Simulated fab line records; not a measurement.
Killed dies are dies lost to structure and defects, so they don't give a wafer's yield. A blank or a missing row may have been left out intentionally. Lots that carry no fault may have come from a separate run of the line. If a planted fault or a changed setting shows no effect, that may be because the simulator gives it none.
fab line records | flow gf180mcu
record: lots: 24 wafers: 72 lastDay: 34
route steps=602 shown STI@5 HV_LDD@184 CONTACT@305 V1@350 M2@364 M3@413
lots untouched by any fault: they come from a run of this same line in which no faults occurred
startH: start of the lot's first displayed wafer, in hours after the record's first day | waitH: time in hours since the lot's previous step | " identical to the entry in the row above | L1.1+2: a row that stands for several wafers | - no value present, or no start provided | * or withheld: withheld | < > ~ a bound
route shown NAME@n: NAME is a module with steps in the file, n the number in the route of the first one | usual: mean/standard deviation taken from wafers without a fault | same: alike in all rows | chamber/n: place in a boat | sites: each site's reading | _std_site: standard deviation across them | _edge_site: outer sites' mean less inner sites' | radiusMm: for every site, how far away it sits from the centre of the wafer | mask NAME#n: copy n | behind: the last tool/chamber to shape the wafer | hold: why the lot went on hold/how many hours it stayed there/how the hold came to an end | device: which transistor (n, p or np) failed to switch | end of line: tests run on the same wafers once the route is complete | for a step that has no rows: nothing shown but its recipe | killed: dies that structure and defects cost at the first sort, which is not the same as the wafer's yield | map: per-die view of a wafer (x killed, . not killed, _ where there is no die)
set.NAME: setting as actually run; set.NAME@STEP: the setting as run at that earlier step | model.NAME: the simulator's own value behind a step, which no gauge read
route steps across a sampled set of lots; one table per step, one row per wafer
services: a tool's chamber out of use, with start hour (startH, from the record's first day; less than 0 if before it), hours out, and reason
== steps ==
step: GF_STI_THK_MEAS_04
recipe: reads: Si3N4_of_STI_CVD_03
usual: STI_CVD_03_THK: 209.4/2.1
columns lot.wafer tool chamber startH waitH STI_CVD_03_THK[nm]
L074.1 filmMetro-04 - 14.03 0.0 208.6
L074.5 " - " " 209.2
L074.6 " - " " 210.6
L075.2 filmMetro-03 - 18.57 0.0 210.3
L075.4 " - " " 209.7
L075.5 " - " " 210.0
L076.3 filmMetro-03 - 23.58 0.0 205.5
L076.4 " - " " 205.1
L076.5 " - " " 205.1
L077.1 filmMetro-04 - 28.56 0.0 208.7
L077.2 " - " " 208.2
L077.6 " - " " 208.6
L078.1 filmMetro-04 - 33.56 0.0 207.0
L078.2 " - " " 207.1
L078.3 " - " " 206.4
L079.4 filmMetro-03 - 38.59 0.0 211.2
L079.5 " - " " 210.1
L079.6 " - " " 208.6
L080.2 filmMetro-01 - 43.58 0.0 209.3
L080.4 " - " " 207.9
L080.5 " - " " 207.6
L081.2 filmMetro-04 - 49.56 0.0 207.7
L081.3 " - " " 209.2
L081.6 " - " " 210.0
L082.1 filmMetro-03 - 53.56 0.0 209.4
L082.3 " - " " 211.2
L082.5 " - " " 211.2
L083.1 filmMetro-03 - 58.88 0.0 207.3
L083.3 " - " " 208.5
L083.5 " - " " 211.1
L084.2 filmMetro-03 - 64.19 0.0 208.8
L084.4 " - " " 210.0
L084.5 " - " " 208.8
L085.3 filmMetro-04 - 69.57 0.0 207.8
L085.4 " - " " 208.5
L085.6 " - " " 210.4
L086.1 filmMetro-01 - 73.56 0.0 205.9
L086.5 " - " " 206.9
L086.6 " - " " 206.6
L087.1 filmMetro-01 - 81.67 0.0 210.0
L087.4 " - " " 210.2
L087.5 " - " " 209.5
L088.1 filmMetro-04 - 85.75 0.0 211.7
L088.3 " - " " 211.5
L088.4 " - " " 211.2
L089.2 filmMetro-04 - 89.25 0.0 210.6
L089.4 " - " " 207.5
L089.5 " - " " 210.7
L090.2 filmMetro-01 - 93.57 0.0 206.5
L090.5 " - " " 207.0
L090.6 " - " " 205.1
L091.2 filmMetro-03 - 98.57 0.0 212.3
L091.4 " - " " 210.3
L091.6 " - " " 209.5
L092.1 filmMetro-04 - 103.85 0.0 210.4
L092.3 " - " " 211.5
L092.6 " - " " 210.4
L093.4 filmMetro-01 - 110.58 0.0 211.9
L093.5 " - " " 212.8
L093.6 " - " " 212.7
L094.1 filmMetro-03 - 115.15 0.0 212.9
L094.2 " - " " 213.2
L094.3 " - " " 212.3
L095.2 filmMetro-01 - 120.30 0.0 211.5
L095.3 " - " " 211.4
L095.4 " - " " 212.1
L096.2 filmMetro-01 - 124.69 0.0 209.8
L096.4 " - " " 208.7
L096.6 " - " " 209.7
L097.2 filmMetro-03 - 128.99 0.0 210.2
L097.5 " - " " 207.1
L097.6 " - " " 208.8
step: GF_HV_LDD_OVL_MEAS_08
usual: HV_LDD_OVL: 0.2/1.2
columns lot.wafer tool chamber startH waitH HV_LDD_OVL[nm]
L074.1 overlay-02 - 221.46 0.1 -0.3
L074.5 " - " " 0.4
L074.6 " - " " 1.1
L075.2 overlay-02 - 225.86 0.1 1.9
L075.4 " - " " 0.3
L075.5 " - " " -0.6
L076.3 overlay-02 - 235.52 0.1 1.7
L076.4 " - " " 0.9
L076.5 " - " " 0.3
L077.1 overlay-01 - 236.48 0.1 -0.9
L077.2 " - " " -1.4
L077.6 " - " " -0.4
L079.4 overlay-02 - 254.09 0.1 1.2
L079.5 " - " " -0.6
L079.6 " - " " 0.8
L078.1 overlay-02 - 255.54 0.1 -0.5
L078.2 " - " " -0.3
L078.3 " - " " 0.7
L080.2 overlay-02 - 259.34 0.1 0.0
L080.4 " - " " 0.4
L080.5 " - " " 1.4
L081.2 overlay-01 - 269.36 0.1 -1.5
L081.3 " - " " 0.1
L081.6 " - " " 0.5
L082.1 overlay-02 - 274.04 0.1 -0.6
L082.3 " - " " 0.1
L082.5 " - " " 2.5
L083.1 overlay-02 - 287.81 0.1 1.4
L083.3 " - " " 1.5
L083.5 " - " " 0.8
L084.2 overlay-02 - 295.91 0.1 1.5
L084.4 " - " " 3.1
L084.5 " - " " 2.1
L085.3 overlay-02 - 304.32 0.1 3.2
L085.4 " - " " 0.1
L085.6 " - " " 1.4
L086.1 overlay-02 - 304.61 0.1 0.3
L086.5 " - " " 0.4
L086.6 " - " " 2.4
L087.1 overlay-02 - 317.73 0.1 0.0
L087.4 " - " " -2.8
L087.5 " - " " 0.6
L088.1 overlay-01 - 325.91 0.1 0.5
L088.3 " - " " -0.8
L088.4 " - " " -0.4
L089.2 overlay-01 - 334.99 0.1 0.2
L089.4 " - " " 0.0
L089.5 " - " " -0.2
L090.2 overlay-02 - 336.43 0.1 1.3
L090.5 " - " " -0.3
L090.6 " - " " 0.6
L091.2 overlay-01 - 345.16 0.1 -1.2
L091.4 " - " " -2.5
L091.6 " - " " 1.2
L092.1 overlay-01 - 352.81 0.1 0.3
L092.3 " - " " 1.7
L092.6 " - " " 0.2
L093.4 overlay-02 - 359.55 0.1 1.2
L093.5 " - " " 0.5
L093.6 " - " " 0.3
L094.1 overlay-01 - 371.43 0.1 0.1
L094.2 " - " " -0.4
L094.3 " - " " -0.5
L095.2 overlay-02 - 371.46 0.1 1.5
L095.3 " - " " -0.3
L095.4 " - " " 0.2
L096.2 overlay-02 - 381.88 0.1 0.6
L096.4 " - " " -1.0
L096.6 " - " " 0.8
L097.2 overlay-02 - 386.56 0.1 0.3
L097.5 " - " " -1.3
L097.6 " - " " 0.1
step: GF_CONTACT_STRIP_18
recipe: chemistry: O2/N2 powerW: 1400 pressureMtorr: 1500 platenTempC: 250 o2FlowSccm: 3000 n2FlowSccm: 300 overashFraction: 0.5
usual: drypumpMotorCurrentA: 5.5/0.35 heaterPowerW: 340/15 oesProductAu: 0.580/0.0056
columns lot.wafer tool chamber startH waitH drypumpMotorCurrentA heaterPowerW oesProductAu rfHoursCounterH
L074.1 plasmaAsher-03 0 368.28 - 5.8 320 0.580 27
L074.5 " 1 " " 5.6 351 0.583 -
L074.6 " 0 " " 5.9 327 0.569 -
L075.2 plasmaAsher-04 1 374.23 - 5.7 350 0.579 70
L075.4 " 0 " " 5.2 321 0.579 -
L075.5 " 1 " " 5.7 355 0.576 -
L076.3 plasmaAsher-01 0 386.01 - 5.0 321 0.585 -
L076.4 " 1 " " 5.7 359 0.571 -
L076.5 " 0 " " 5.0 323 0.589 -
L077.1 plasmaAsher-04 1 389.03 - 5.8 355 0.582 72
L077.2 " 0 " " 5.2 333 0.581 72
L077.6 " 0 " " 5.2 332 0.584 -
L079.4 plasmaAsher-01 1 407.91 - 5.7 352 0.575 -
L079.5 " 1 " " 5.7 354 0.586 -
L079.6 " 0 " " 5.0 325 0.574 -
L078.1 plasmaAsher-03 1 411.63 - 5.6 357 0.577 28
L078.2 " 0 " " 5.9 329 0.577 28
L078.3 " 0 " " 5.9 327 0.580 -
L080.2 plasmaAsher-03 0 416.53 - 5.8 320 0.592 29
L080.4 " 1 " " 5.6 349 0.571 -
L080.5 " 0 " " 5.9 330 0.583 -
L081.2 plasmaAsher-01 0 426.03 - 5.0 335 0.581 65
L081.3 " 1 " " 5.7 350 0.582 -
L081.6 " 1 " " 5.7 348 0.580 -
L082.1 plasmaAsher-01 1 433.62 - 5.7 357 0.578 66
L082.3 " 0 " " 4.9 327 0.579 -
L082.5 " 1 " " 5.7 352 0.579 -
L083.1 plasmaAsher-01 1 451.52 - 5.7 360 0.582 68
L083.3 " 0 " " 4.9 322 0.582 -
L083.5 " 0 " " 4.9 319 0.574 -
L084.2 plasmaAsher-03 1 459.65 - 5.6 360 0.572 34
L084.4 " 1 " " 5.6 354 0.581 -
L084.5 " 1 " " 5.6 343 0.581 -
L085.3 plasmaAsher-01 0 468.79 - 5.0 324 0.583 -
L085.4 " 1 " " 5.7 353 0.580 -
L085.6 " 1 " " 5.7 347 0.583 -
L086.1 plasmaAsher-01 0 471.33 - 4.9 318 0.589 70
L086.5 " 1 " " 5.7 354 0.576 -
L086.6 " 0 " " 5.0 332 0.586 -
L087.1 plasmaAsher-01 0 487.48 - 5.0 319 0.585 72
L087.4 " 1 " " 5.7 348 0.583 -
L087.5 " 0 " " 4.9 328 0.585 -
L088.1 plasmaAsher-01 1 496.23 - 5.7 355 0.581 73
L088.3 " 1 " " 5.7 351 0.582 -
L088.4 " 0 " " 5.0 324 0.572 -
L089.2 plasmaAsher-04 0 505.55 - 5.2 325 0.577 86
L089.4 " 0 " " 5.2 329 0.578 -
L089.5 " 1 " " 5.8 363 0.594 -
L090.2 plasmaAsher-01 1 505.72 - 5.7 355 0.575 74
L090.5 " 1 " " 5.7 353 0.587 -
L090.6 " 0 " " 5.0 325 0.576 -
L091.2 plasmaAsher-04 0 516.72 - 5.2 339 0.572 87
L091.4 " 1 " " 5.7 361 0.586 -
L091.6 " 0 " " 5.2 339 0.580 -
L092.1 plasmaAsher-01 0 524.75 - 5.0 324 0.582 76
L092.3 " 1 " " 5.7 360 0.577 -
L092.6 " 1 " " 5.7 355 0.585 -
L093.4 plasmaAsher-03 0 531.25 - 5.9 334 0.588 -
L093.5 " 0 " " 5.8 330 0.578 -
L093.6 " 1 " " 5.6 351 0.580 -
L094.1 plasmaAsher-01 1 543.48 - 5.7 354 0.570 78
L094.2 " 0 " " 4.9 328 0.581 78
L094.3 " 1 " " 5.7 362 0.575 -
L095.2 plasmaAsher-04 1 544.62 - 5.7 354 0.569 90
L095.3 " 1 " " 5.7 357 0.583 -
L095.4 " 0 " " 5.2 322 0.583 -
L096.2 plasmaAsher-04 0 554.68 - 5.2 326 0.580 91
L096.4 " 0 " " 5.2 319 0.577 -
L096.6 " 1 " " 5.7 360 0.591 -
L097.2 plasmaAsher-03 0 558.60 - 5.8 327 0.574 42
L097.5 " 1 " " 5.6 357 0.586 -
L097.6 " 0 " " 5.8 331 0.579 -
step: GF_V1_OVL_MEAS_15
usual: V1_OVL: -1/5.2
columns lot.wafer tool chamber startH waitH V1_OVL[nm]
L074.1 overlay-02 - 416.82 0.1 6
L074.5 " - " " 3
L074.6 " - " " 1
L075.2 overlay-02 - 423.04 0.1 5
L075.4 " - " " -3
L075.5 " - " " 1
L076.3 overlay-02 - 436.62 0.1 -4
L076.4 " - " " 4
L076.5 " - " " 0
L077.1 overlay-02 - 438.63 0.1 5
L077.2 " - " " 4
L077.6 " - " " 4
L079.4 overlay-02 - 459.90 0.1 8
L079.5 " - " " 5
L079.6 " - " " 14
L078.1 overlay-02 - 463.60 0.1 2
L078.2 " - " " -4
L078.3 " - " " 8
L080.2 overlay-02 - 468.08 0.1 -4
L080.4 " - " " -5
L080.5 " - " " 7
L081.2 overlay-01 - 476.89 0.1 -1
L081.3 " - " " 0
L081.6 " - " " 2
L082.1 overlay-02 - 484.92 0.1 2
L082.3 " - " " -5
L082.5 " - " " 2
L083.1 overlay-02 - 502.77 0.1 -5
L083.3 " - " " -1
L083.5 " - " " -6
L084.2 overlay-01 - 509.54 0.1 0
L084.4 " - " " 0
L084.5 " - " " 2
L085.3 overlay-01 - 518.89 0.1 -7
L085.4 " - " " -13
L085.6 " - " " -6
L086.1 overlay-01 - 521.95 0.1 1
L086.5 " - " " -6
L086.6 " - " " 3
L087.1 overlay-01 - 536.78 0.1 -1
L087.4 " - " " 0
L087.5 " - " " -2
L088.1 overlay-02 - 545.33 0.1 -2
L088.3 " - " " -1
L088.4 " - " " -10
L089.2 overlay-01 - 554.09 0.1 1
L089.4 " - " " -1
L089.5 " - " " -2
L090.2 overlay-01 - 554.73 0.1 -1
L090.5 " - " " -2
L090.6 " - " " -4
L091.2 overlay-02 - 565.53 0.1 6
L091.4 " - " " 0
L091.6 " - " " 6
L092.1 overlay-01 - 572.45 0.1 -8
L092.3 " - " " -5
L092.6 " - " " 0
L093.4 overlay-01 - 578.51 0.1 4
L093.5 " - " " -10
L093.6 " - " " 1
L094.1 overlay-02 - 590.93 0.1 -5
L094.2 " - " " -4
L094.3 " - " " -6
L095.2 overlay-01 - 591.71 0.1 2
L095.3 " - " " -1
L095.4 " - " " 5
L096.2 overlay-01 - 600.84 0.1 -2
L096.4 " - " " -3
L096.6 " - " " -8
L097.2 overlay-01 - 603.96 0.1 -11
L097.5 " - " " -9
L097.6 " - " " -9
step: GF_M2_SPUTTER_02
recipe: material: AlCu targetThkNm: 450 powerW: 10600 timeS: 23.9 chamberPressurePa: 0.4
usual: throttleValvePct: 29.5/0.89
columns lot.wafer tool chamber startH waitH throttleValvePct
L074.1 pvdSputter-02 - 418.47 0.0 28.1
L074.5 " - " " 29.4
L074.6 " - " " 28.4
L075.2 pvdSputter-04 - 424.63 0.0 29.3
L075.4 " - " " 29.7
L075.5 " - " " 28.2
L076.3 pvdSputter-03 - 438.13 0.0 29.4
L076.4 " - " " 30.5
L076.5 " - " " 30.5
L077.1 pvdSputter-04 - 440.19 0.0 29.6
L077.2 " - " " 29.4
L077.6 " - " " 28.4
L079.4 pvdSputter-02 - 461.45 0.0 29.0
L079.5 " - " " 28.0
L079.6 " - " " 30.5
L078.1 pvdSputter-03 - 465.16 0.0 28.7
L078.2 " - " " 29.6
L078.3 " - " " 30.7
L080.2 pvdSputter-04 - 469.63 0.0 30.0
L080.4 " - " " 28.8
L080.5 " - " " 29.8
L081.2 pvdSputter-02 - 478.40 0.0 28.3
L081.3 " - " " 28.8
L081.6 " - " " 29.0
L082.1 pvdSputter-03 - 486.45 0.0 30.9
L082.3 " - " " 29.7
L082.5 " - " " 28.8
L083.1 pvdSputter-04 - 504.33 0.0 28.3
L083.3 " - " " 29.7
L083.5 " - " " 29.6
L084.2 pvdSputter-02 - 511.05 0.0 30.7
L084.4 " - " " 28.7
L084.5 " - " " 28.9
L085.3 pvdSputter-02 - 520.43 0.0 30.5
L085.4 " - " " 29.7
L085.6 " - " " 30.4
L086.1 pvdSputter-03 - 523.47 0.0 31.5
L086.5 " - " " 31.5
L086.6 " - " " 30.8
L087.1 pvdSputter-02 - 538.30 0.0 29.2
L087.4 " - " " 30.8
L087.5 " - " " 30.5
L088.1 pvdSputter-04 - 546.88 0.0 28.6
L088.3 " - " " 28.8
L088.4 " - " " 29.5
L089.2 pvdSputter-02 - 555.60 0.0 29.5
L089.4 " - " " 30.6
L089.5 " - " " 28.4
L090.2 pvdSputter-04 - 556.27 0.0 29.6
L090.5 " - " " 29.9
L090.6 " - " " 29.6
L091.2 pvdSputter-02 - 567.04 0.0 29.2
L091.4 " - " " 29.6
L091.6 " - " " 28.4
L092.1 pvdSputter-04 - 574.90 0.0 28.6
L092.3 " - " " 29.7
L092.6 " - " " 28.3
L093.4 pvdSputter-02 - 580.02 0.0 29.3
L093.5 " - " " 29.1
L093.6 " - " " 29.4
L094.1 pvdSputter-03 - 592.94 0.0 28.8
L094.2 " - " " 29.8
L094.3 " - " " 31.3
L095.2 pvdSputter-04 - 593.25 0.0 28.2
L095.3 " - " " 29.9
L095.4 " - " " 28.9
L096.2 pvdSputter-02 - 602.36 0.0 29.3
L096.4 " - " " 29.1
L096.6 " - " " 28.9
L097.2 pvdSputter-03 - 605.47 0.0 29.1
L097.5 " - " " 30.9
L097.6 " - " " 28.7
step: GF_M3_SPUTTER_04
recipe: material: TiN targetThkNm: 50 powerW: 6500 timeS: 41.7 chamberPressurePa: 0.4
usual: throttleValvePct: 29.7/0.84
columns lot.wafer tool chamber startH waitH throttleValvePct
L074.1 pvdSputter-01 - 470.43 0.0 30.1
L074.5 " - " " 29.8
L074.6 " - " " 31.3
L075.2 pvdSputter-04 - 476.68 0.0 29.9
L075.4 " - " " 28.5
L075.5 " - " " 29.7
L076.3 pvdSputter-03 - 489.90 0.0 30.8
L076.4 " - " " 29.2
L076.5 " - " " 28.9
L077.1 pvdSputter-01 - 491.97 0.0 30.0
L077.2 " - " " 29.7
L077.6 " - " " 29.8
L079.4 pvdSputter-03 - 512.75 0.0 28.9
L079.5 " - " " 29.5
L079.6 " - " " 31.6
L078.1 pvdSputter-03 - 516.38 0.0 29.4
L078.2 " - " " 31.4
L078.3 " - " " 30.7
L080.2 pvdSputter-03 - 520.02 0.0 29.0
L080.4 " - " " 29.6
L080.5 " - " " 29.5
L081.2 pvdSputter-04 - 532.70 0.0 28.9
L081.3 " - " " 30.0
L081.6 " - " " 28.4
L082.1 pvdSputter-04 - 536.13 0.0 28.9
L082.3 " - " " 29.6
L082.5 " - " " 28.2
L083.1 pvdSputter-04 - 553.53 0.0 28.4
L083.3 " - " " 29.6
L083.5 " - " " 29.7
L084.2 pvdSputter-01 - 560.37 0.0 30.5
L084.4 " - " " 29.8
L084.5 " - " " 29.8
L085.3 pvdSputter-01 - 567.93 0.0 31.1
L085.4 " - " " 30.0
L085.6 " - " " 31.1
L086.1 pvdSputter-04 - 571.72 0.0 29.0
L086.5 " - " " 28.9
L086.6 " - " " 29.6
L087.1 pvdSputter-04 - 586.11 0.0 29.4
L087.4 " - " " 29.5
L087.5 " - " " 29.6
L088.1 pvdSputter-01 - 595.01 0.0 31.3
L088.3 " - " " 29.9
L088.4 " - " " 30.4
L089.2 pvdSputter-03 - 602.48 0.0 29.5
L089.4 " - " " 29.0
L089.5 " - " " 30.5
L090.2 pvdSputter-04 - 603.75 0.0 29.5
L090.5 " - " " 28.2
L090.6 " - " " 28.9
L091.2 pvdSputter-04 - 613.05 0.0 29.5
L091.4 " - " " 29.5
L091.6 " - " " 29.2
L092.1 pvdSputter-04 - 620.86 0.0 29.7
L092.3 " - " " 29.5
L092.6 " - " " 28.9
L093.4 pvdSputter-04 - 626.07 0.0 29.7
L093.5 " - " " 29.6
L093.6 " - " " 28.8
L094.1 pvdSputter-04 - 637.40 0.0 28.2
L094.2 " - " " 29.0
L094.3 " - " " 29.9
L095.2 pvdSputter-03 - 637.68 0.0 29.7
L095.3 " - " " 30.7
L095.4 " - " " 31.5
L096.2 pvdSputter-01 - 646.51 0.0 30.2
L096.4 " - " " 31.2
L096.6 " - " " 30.4
L097.2 pvdSputter-04 - 649.42 0.0 28.3
L097.5 " - " " 28.3
L097.6 " - " " 29.6
== services ==
columns tool chamber startH hours kind
plasmaAsher-04 - 354.98 4.9 repair
pvdSputter-04 - 371.38 35.5 repair
plasmaAsher-03 - 372.67 2.8 pm
pvdSputter-01 - 377.00 3.3 repair
plasmaAsher-03 - 378.16 23.1 repair
plasmaAsher-01 - 382.27 0.7 repair
pvdSputter-01 - 390.13 3.4 repair
plasmaAsher-03 - 392.94 1.7 repair
pvdSputter-02 - 403.47 1.9 repair
pvdSputter-03 - 406.52 2.6 repair
plasmaAsher-01 - 421.63 2.0 repair
plasmaAsher-01 - 424.77 0.7 repair
pvdSputter-02 - 435.18 9.1 repair
pvdSputter-04 - 453.25 3.9 repair
pvdSputter-02 - 467.07 4.9 repair
plasmaAsher-03 - 476.03 0.3 repair
plasmaAsher-03 - 484.29 28.1 pm
pvdSputter-03 - 495.87 2.6 repair
pvdSputter-01 - 512.83 7.4 repair
pvdSputter-04 - 516.07 3.1 repair
pvdSputter-03 - 530.80 7.7 repair
pvdSputter-03 - 553.62 14.8 repair
plasmaAsher-01 - 555.87 5.8 repair
pvdSputter-02 - 616.88 3.5 repair
== key ==
fault none
